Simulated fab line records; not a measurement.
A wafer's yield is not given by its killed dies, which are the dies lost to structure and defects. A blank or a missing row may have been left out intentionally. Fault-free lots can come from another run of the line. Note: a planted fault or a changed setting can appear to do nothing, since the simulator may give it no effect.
What tool caused it? | flow gf180mcu | 72 wafers from 24 lots sampled at 5 of the route's 602 steps

## WHAT EACH GAUGE READ, for each wafer
GF_V1_THK_MEAS_01.
lot  | measured     | on           | V1_CVD_00_THK (nm)
L074 | day 17 01:35 | filmMetro-01 | 613 606 610
L075 | day 17 10:44 | filmMetro-01 | 605 613 607
L076 | day 17 18:19 | filmMetro-02 | 603 602 609
L077 | day 18 11:12 | filmMetro-04 | 601 603 607
L078 | day 18 18:22 | filmMetro-04 | 591 589 595
L079 | day 19 01:13 | filmMetro-01 | 593 599 596
L080 | day 19 10:50 | filmMetro-02 | 608 603 605
L081 | day 19 20:02 | filmMetro-02 | 608 610 601
L082 | day 20 10:39 | filmMetro-02 | 602 601 604
L083 | day 20 11:20 | filmMetro-04 | 604 603 606
L084 | day 20 22:56 | filmMetro-02 | 602 608 600
L085 | day 21 09:09 | filmMetro-04 | 600 601 606
L086 | day 21 17:28 | filmMetro-02 | 603 599 605
L087 | day 22 02:46 | filmMetro-04 | 608 606 611
L088 | day 22 14:00 | filmMetro-01 | 605 606 610
L089 | day 23 01:08 | filmMetro-01 | 608 599 602
L090 | day 23 01:28 | filmMetro-04 | 609 599 609
L091 | day 23 11:39 | filmMetro-01 | 601 602 600
L092 | day 23 20:49 | filmMetro-01 | 602 601 608
L093 | day 23 23:37 | filmMetro-04 | 594 597 600
L094 | day 24 07:18 | filmMetro-02 | 609 606 603
L095 | day 24 17:35 | filmMetro-01 | 596 595 594
L096 | day 24 23:29 | filmMetro-04 | 610 611 609
L097 | day 25 05:04 | filmMetro-01 | 606 599 601

GF_V3_OVL_MEAS_15.
lot  | measured     | on         | V3_OVL (nm)
L074 | day 22 07:16 | overlay-02 | 15 10 5
L075 | day 22 17:58 | overlay-01 | -1 -2 -4
L076 | day 22 23:50 | overlay-01 | 11 9 11
L077 | day 23 16:00 | overlay-01 | -4 6 8
L078 | day 23 23:08 | overlay-01 | 14 13 10
L079 | day 24 05:32 | overlay-02 | 7 7 11
L080 | day 24 14:53 | overlay-02 | 20 21 17
L081 | day 24 21:23 | overlay-02 | 3 6 4
L082 | day 25 10:53 | overlay-01 | 12 10 14
L083 | day 25 12:08 | overlay-02 | 1 -1 0
L084 | day 25 23:24 | overlay-01 | 6 0 9
L085 | day 26 07:38 | overlay-01 | -4 2 0
L086 | day 26 15:05 | overlay-02 | 2 -2 3
L087 | day 26 23:16 | overlay-02 | 1 0 6
L088 | day 27 07:35 | overlay-01 | 2 3 0
L089 | day 27 18:38 | overlay-01 | 12 8 11
L090 | day 27 19:51 | overlay-01 | 13 15 14
L091 | day 28 02:53 | overlay-01 | 9 8 13
L092 | day 28 11:51 | overlay-02 | 6 11 2
L093 | day 28 14:33 | overlay-02 | 6 4 4
L094 | day 28 21:13 | overlay-01 | 12 5 10
L095 | day 29 06:26 | overlay-02 | 11 5 11
L096 | day 29 12:31 | overlay-02 | 1 10 4
L097 | day 29 16:23 | overlay-02 | 9 13 7

## TOOL THAT RAN EACH LOT (tool first, then ch and the chambers of the sampled wafers, then the start)
lot  | GF_V2_ETCH_16                     | GF_M3_SPUTTER_03            | GF_V3_CVD_02
L074 | rieDiel-03 ch 0,1,3, day 20 04:46 | pvdSputter-04, day 20 06:17 | pecvd-02 ch 0,1,2, day 21 07:13
L075 | rieDiel-03 ch 1,2, day 20 15:02   | pvdSputter-04, day 20 16:33 | pecvd-01 ch 0,1,2, day 21 17:35
L076 | rieDiel-01 ch 1,2,3, day 20 21:50 | pvdSputter-04, day 20 23:22 | pecvd-04 ch 0,1,2, day 22 00:17
L077 | rieDiel-01 ch 0,2, day 21 14:40   | pvdSputter-01, day 21 16:11 | pecvd-01 ch 0, day 22 16:47
L078 | rieDiel-03 ch 1,3, day 21 22:22   | pvdSputter-01, day 21 23:53 | pecvd-01 ch 0,1, day 22 23:37
L079 | rieDiel-03 ch 0,1,3, day 22 03:44 | pvdSputter-03, day 22 05:16 | pecvd-02 ch 0,1,2, day 23 05:55
L080 | rieDiel-02 ch 0,1,3, day 22 14:26 | pvdSputter-04, day 22 15:56 | pecvd-04 ch 0,1, day 23 15:55
L081 | rieDiel-01 ch 0,2,3, day 22 22:07 | pvdSputter-01, day 22 23:38 | pecvd-02 ch 0,1,2, day 23 23:28
L082 | rieDiel-01 ch 0,1,2, day 23 12:13 | pvdSputter-04, day 23 13:44 | pecvd-04 ch 0,1,2, day 24 12:57
L083 | rieDiel-03 ch 0,2,3, day 23 13:55 | pvdSputter-04, day 23 15:28 | pecvd-02 ch 0,1,2, day 24 14:16
L084 | rieDiel-02 ch 0,2,3, day 24 00:35 | pvdSputter-04, day 24 02:27 | pecvd-02 ch 1,2, day 25 01:16
L085 | rieDiel-01 ch 1,2, day 24 09:35   | pvdSputter-04, day 24 11:24 | pecvd-02 ch 0,1,2, day 25 09:47
L086 | rieDiel-02 ch 0,1,2, day 24 17:46 | pvdSputter-01, day 24 19:37 | pecvd-02 ch 0,2, day 25 17:34
L087 | rieDiel-03 ch 0,1,2, day 25 02:21 | pvdSputter-04, day 25 03:54 | pecvd-04 ch 0,1,2, day 26 01:59
L088 | rieDiel-03 ch 0,2,3, day 25 11:32 | pvdSputter-03, day 25 13:31 | pecvd-04 ch 0,1,2, day 26 11:28
L089 | rieDiel-01 ch 1,3, day 25 23:05   | pvdSputter-04, day 26 00:38 | pecvd-01 ch 0,1,2, day 26 22:06
L090 | rieDiel-03 ch 1,2, day 25 23:53   | pvdSputter-03, day 26 01:24 | pecvd-02 ch 0,1,2, day 26 23:04
L091 | rieDiel-03 ch 0,1,3, day 26 08:23 | pvdSputter-03, day 26 09:53 | pecvd-02 ch 1,2, day 27 06:37
L092 | rieDiel-03 ch 0,3, day 26 17:04   | pvdSputter-04, day 26 18:35 | pecvd-01 ch 0,1,2, day 27 15:44
L093 | rieDiel-01 ch 0,1,2, day 26 19:02 | pvdSputter-01, day 26 20:34 | pecvd-04 ch 0,1, day 27 18:16
L094 | rieDiel-03 ch 0,2,3, day 27 02:47 | pvdSputter-04, day 27 04:17 | pecvd-01 ch 0,1, day 28 01:53
L095 | rieDiel-03 ch 1,2,3, day 27 11:43 | pvdSputter-01, day 27 13:14 | pecvd-01 ch 0,1,2, day 28 10:41
L096 | rieDiel-02 ch 0,1,3, day 27 17:56 | pvdSputter-04, day 27 19:28 | pecvd-01 ch 0,2, day 28 16:16
L097 | rieDiel-03 ch 0,2,3, day 27 22:34 | pvdSputter-03, day 28 00:07 | pecvd-04 ch 0,1,2, day 28 20:49
- GF_V2_ETCH_16: etches BARC in N2/H2.
- GF_M3_SPUTTER_03: material Ti, target thk 10 nm, time 6.7 s.
- GF_V3_CVD_02: deposits SiO2 from TEOS, target thk 850 nm, time 94.851 s.

## WHAT THE TOOLS THEMSELVES READ (means of the sampled wafers that have a number; where no wafer has one, the mark that the record gives instead)
GF_V2_ETCH_16.
lot  | tool       | drypumpMotorCurrentA (A) | oesProductAu (a.u.) | throttleValvePct (%)
L074 | rieDiel-03 | 5.3                      | 0.855               | 13.223
L075 | rieDiel-03 | 5.6                      | 0.849               | 13.222
L076 | rieDiel-01 | 6.2                      | 0.858               | 13.219
L077 | rieDiel-01 | 5.9                      | 0.856               | 13.232
L078 | rieDiel-03 | 5.5                      | 0.853               | 13.225
L079 | rieDiel-03 | 5.3                      | 0.853               | 13.228
L080 | rieDiel-02 | 5.5                      | 0.853               | 13.226
L081 | rieDiel-01 | 6.0                      | 0.851               | 13.225
L082 | rieDiel-01 | 5.8                      | 0.857               | 13.221
L083 | rieDiel-03 | 5.3                      | 0.850               | 13.227
L084 | rieDiel-02 | 5.7                      | 0.852               | 13.224
L085 | rieDiel-01 | 6.1                      | 0.857               | 13.227
L086 | rieDiel-02 | 6.0                      | 0.853               | 13.222
L087 | rieDiel-03 | 5.3                      | 0.860               | 13.221
L088 | rieDiel-03 | 5.3                      | 0.854               | 13.222
L089 | rieDiel-01 | 6.0                      | 0.853               | 13.227
L090 | rieDiel-03 | 5.6                      | 0.846               | 13.232
L091 | rieDiel-03 | 5.3                      | 0.857               | 13.228
L092 | rieDiel-03 | 5.2                      | 0.857               | 13.228
L093 | rieDiel-01 | 5.8                      | 0.858               | 13.220
L094 | rieDiel-03 | 5.3                      | 0.855               | 13.228
L095 | rieDiel-03 | 5.5                      | 0.849               | 13.214
L096 | rieDiel-02 | 5.5                      | 0.854               | 13.225
L097 | rieDiel-03 | 5.3                      | 0.853               | 13.225

GF_M3_SPUTTER_03.
lot  | tool          | throttleValvePct (%)
L074 | pvdSputter-04 | 30.3
L075 | pvdSputter-04 | 29.7
L076 | pvdSputter-04 | 30.6
L077 | pvdSputter-01 | 30.6
L078 | pvdSputter-01 | 29.5
L079 | pvdSputter-03 | 29.8
L080 | pvdSputter-04 | 29.9
L081 | pvdSputter-01 | 30.4
L082 | pvdSputter-04 | 31.0
L083 | pvdSputter-04 | 30.6
L084 | pvdSputter-04 | 30.4
L085 | pvdSputter-04 | 29.8
L086 | pvdSputter-01 | 29.2
L087 | pvdSputter-04 | 30.3
L088 | pvdSputter-03 | 29.7
L089 | pvdSputter-04 | 30.9
L090 | pvdSputter-03 | 29.5
L091 | pvdSputter-03 | 29.7
L092 | pvdSputter-04 | 30.0
L093 | pvdSputter-01 | 28.7
L094 | pvdSputter-04 | 30.5
L095 | pvdSputter-01 | 29.8
L096 | pvdSputter-04 | 30.0
L097 | pvdSputter-03 | 29.6

GF_V3_CVD_02.
lot  | tool     | heaterPowerW (W)
L074 | pecvd-02 | 733
L075 | pecvd-01 | 773
L076 | pecvd-04 | 634
L077 | pecvd-01 | 775
L078 | pecvd-01 | 714
L079 | pecvd-02 | 635
L080 | pecvd-04 | 616
L081 | pecvd-02 | 691
L082 | pecvd-04 | 637
L083 | pecvd-02 | 703
L084 | pecvd-02 | 625
L085 | pecvd-02 | 712
L086 | pecvd-02 | 703
L087 | pecvd-04 | 620
L088 | pecvd-04 | 661
L089 | pecvd-01 | 759
L090 | pecvd-02 | 699
L091 | pecvd-02 | 705
L092 | pecvd-01 | 758
L093 | pecvd-04 | 683
L094 | pecvd-01 | 739
L095 | pecvd-01 | 723
L096 | pecvd-01 | 665
L097 | pecvd-04 | 691

## THE ANSWER, worked out from the rows above alone
Rule: what is usual is taken from the lots themselves. The widest of any qualifying gaps counts: lots, ordered by their means at a reading, are off when they make up no more than a third of the lots, leave a main group of 4 or more, and stand apart from it by 3 or more times the standard deviation of that group's means. A main group whose means are all the same, to the digits that the tables above print for the reading, isn't used. Also off: a lot with no number at a reading for which 4 or more lots have one. All remaining lots with rows at the step are treated as sound. Order of review: gauges by route order, followed by the tools' own readings, for which a lot's mean as printed above is used. At the first step where some lot is off, the reading lying furthest off is the one used; lots without a number count as furthest.
None of the lots is off at any reading shown; this tells nothing.

## WHAT WAS PUT IN BY THE SIMULATOR
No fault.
